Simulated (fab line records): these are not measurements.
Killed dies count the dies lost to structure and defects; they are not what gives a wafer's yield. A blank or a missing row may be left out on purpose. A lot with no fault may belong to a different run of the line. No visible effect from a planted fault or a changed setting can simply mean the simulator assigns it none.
Which tool was responsible? + flow sfq line + route of 325 steps, sampled at 1 step: 14 lots, 42 wafers

== WHAT THE GAUGES SHOWED, per wafer ==
The record holds no reading of a measuring or inspecting step that can be judged against a usual standard deviation.

== WHAT TOOL EACH LOT RAN ON (gives the tool, then ch and the chambers of the sampled wafers, and finally the start) ==
| lot  | SFQ_TRILAYER_I7_VIA_BARC_OPEN_VIA_ETCH_260 |
|------|--------------------------------------------|
| L818 | rie diel-01 ch 0,3, day 70 06:52           |
| L819 | rie diel-01 ch 1,2,3, day 70 20:51         |
| L822 | rie diel-04 ch 2,3, day 71 21:43           |
| L824 | rie diel-03 ch 0,2,3, day 72 00:07         |
| L825 | rie diel-04 ch 0,1,3, day 72 05:56         |
| L826 | rie diel-03 ch 0,1,3, day 72 13:05         |
| L827 | rie diel-04 ch 0,2,3, day 76 23:43         |
| L833 | rie diel-03 ch 0,1, day 78 19:42           |
| L834 | rie diel-04 ch 0,2,3, day 79 20:59         |
| L835 | rie diel-04 ch 0,1,2, day 80 00:59         |
| L837 | rie diel-03 ch 0,1, day 81 12:23           |
| L839 | rie diel-03 ch 0,1,2, day 81 17:55         |
| L840 | rie diel-01 ch 0,1,2, day 81 21:12         |
| L841 | rie diel-03 ch 1,2, day 82 00:36           |
- SFQ_TRILAYER_I7_VIA_BARC_OPEN_VIA_ETCH_260: etches BARC in O2, target depth 125 nm, time 41.7 s.

== AS READ BY THE TOOLS THEMSELVES (means over the sampled wafers that have a number; for cases with no such wafer, the mark the record gives instead) ==
SFQ_TRILAYER_I7_VIA_BARC_OPEN_VIA_ETCH_260. Usual: bias w 80.02 W, standard deviation 0.21; drypump motor current A 5.67 A, standard deviation 0.24; oes product au 0.685 a.u., standard deviation 0.0047.
| lot  | tool        | bias w (W) | drypump motor current A (A) | oes product au (a.u.) | flag |
|------|-------------|------------|-----------------------------|-----------------------|------|
| L818 | rie diel-01 | 80.09      | 5.99                        | 0.689                 |      |
| L819 | rie diel-01 | 79.93      | 5.56                        | 0.685                 |      |
| L822 | rie diel-04 | 80.24      | 5.76                        | 0.687                 |      |
| L824 | rie diel-03 | 79.91      | 5.67                        | 0.685                 |      |
| L825 | rie diel-04 | 80.27      | 5.62                        | 0.689                 |      |
| L826 | rie diel-03 | 80.00      | 5.63                        | 0.685                 |      |
| L827 | rie diel-04 | 79.90      | 5.77                        | 0.687                 |      |
| L833 | rie diel-03 | 79.96      | 5.50                        | 0.683                 |      |
| L834 | rie diel-04 | 71.40      | 5.77                        | 0.687                 | OFF  |
| L835 | rie diel-04 | 71.59      | 5.61                        | 0.686                 | OFF  |
| L837 | rie diel-03 | 80.05      | 5.50                        | 0.686                 |      |
| L839 | rie diel-03 | 79.99      | 5.61                        | 0.688                 |      |
| L840 | rie diel-01 | 79.97      | 5.63                        | 0.685                 |      |
| L841 | rie diel-03 | 79.90      | 5.71                        | 0.682                 |      |

== THE ANSWER, worked out from the rows above alone ==
Rule: a lot is off if the mean of its wafers that have a number lies more than 3 standard deviations from the usual mean. Also off: a lot with no number at a reading for which 4 or more lots have one. Where the step has rows for the other lots, those lots are counted as sound. Order of review: gauges by route order, followed by the tools' own readings, for which a lot's mean as printed above is used. At the first step where some lot is off, the reading lying furthest off is the one used; lots without a number count as furthest.
Off, at SFQ_TRILAYER_I7_VIA_BARC_OPEN_VIA_ETCH_260 on bias w: L834, L835.
If a tool, at that step or one of the process steps before it, ran each lot that is off and ran no sound lot following the first of them, it fits. One fits: rie diel-04 at SFQ_TRILAYER_I7_VIA_BARC_OPEN_VIA_ETCH_260. Its last sound lot is L827 (day 76 23:43), its first lot that is off L834 (day 79 20:59): a fault that began between those two fits.
The tool's own readings at SFQ_TRILAYER_I7_VIA_BARC_OPEN_VIA_ETCH_260 bear it out: on the lots that are off they differ by more than 5 times the standard deviation of the sound lots' means. bias w reads 71.50 W there against 80.02 W on the sound lots.

== WHAT WAS PUT IN BY THE SIMULATOR ==
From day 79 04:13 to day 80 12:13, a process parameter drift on rie diel-04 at SFQ_TRILAYER_I7_VIA_BARC_OPEN_VIA_ETCH_260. Setting bias w, moved by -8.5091, from 80. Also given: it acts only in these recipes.
Shown lots that were struck: L834, L835. Same finding as the rule above.
